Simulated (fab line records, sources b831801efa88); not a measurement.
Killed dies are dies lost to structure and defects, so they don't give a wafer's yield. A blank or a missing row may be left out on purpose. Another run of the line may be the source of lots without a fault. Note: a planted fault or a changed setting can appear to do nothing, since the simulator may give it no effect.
What tool caused it? | flow sky130 | Sampling: 6 lots, 18 wafers, 2 of 708 route steps

== WHAT EACH GAUGE READ, for each wafer ==
SKY_FIELD_ISO_THK_MEAS_25.
lot  | measured    | on            | FIELD_ISO_CVD_24_THK (nm)
L718 | day 2 11:50 | film metro-01 | 594 592 596
L720 | day 3 01:34 | film metro-01 | 592 592 588
L722 | day 3 08:19 | film metro-02 | 603 599 597
L727 | day 4 10:57 | film metro-01 | 591 591 594
L731 | day 5 07:33 | film metro-02 | 613 606 598
L737 | day 6 16:19 | film metro-03 | 636 638 600

== WHAT TOOL EACH LOT RAN ON (gives the tool, then ch and the chambers of the sampled wafers, and finally the start) ==
lot  | SKY_FIELD_ISO_CVD_24
L718 | hdpcvd-01 ch 0,2, day 2 11:45
L720 | hdpcvd-02 ch 1,2, day 3 01:29
L722 | hdpcvd-02 ch 0,1,2, day 3 08:13
L727 | hdpcvd-01 ch 0,1, day 4 10:52
L731 | hdpcvd-02 ch 1,2, day 5 07:29
L737 | hdpcvd-02 ch 0,2, day 6 16:14
- SKY_FIELD_ISO_CVD_24: deposits SiO2, target thk 595 nm, time 99.2 s.

== THE ANSWER, worked out from the rows above alone ==
Rule: the usual values come from the lots themselves. Put in order of their means at a reading, lots are off if they are a third of the lots or fewer, leave a main group of 4 or more, and stand apart from it by a gap of 3 or more times the standard deviation of the main group's means; of several such gaps the widest counts. Not used: any main group whose means are identical at the precision the tables above print for the reading. A lot without any number at a reading at which 4 lots or more have one is off too. All remaining lots with rows at the step are treated as sound.
Off: L737, at SKY_FIELD_ISO_THK_MEAS_25 (FIELD_ISO_CVD_24_THK). Main group: mean 596 nm, sd 5.6.
A tool fits if, at a process step before that reading, it ran every lot that is off, and no sound lot after the first of them. Those tools and the gauges at SKY_FIELD_ISO_THK_MEAS_25 are tried in the same way. Undecided on this evidence; 2 tools fit (hdpcvd-02 at SKY_FIELD_ISO_CVD_24, film metro-03 at SKY_FIELD_ISO_THK_MEAS_25).

== WHAT THE SIMULATOR HAD INSERTED ==
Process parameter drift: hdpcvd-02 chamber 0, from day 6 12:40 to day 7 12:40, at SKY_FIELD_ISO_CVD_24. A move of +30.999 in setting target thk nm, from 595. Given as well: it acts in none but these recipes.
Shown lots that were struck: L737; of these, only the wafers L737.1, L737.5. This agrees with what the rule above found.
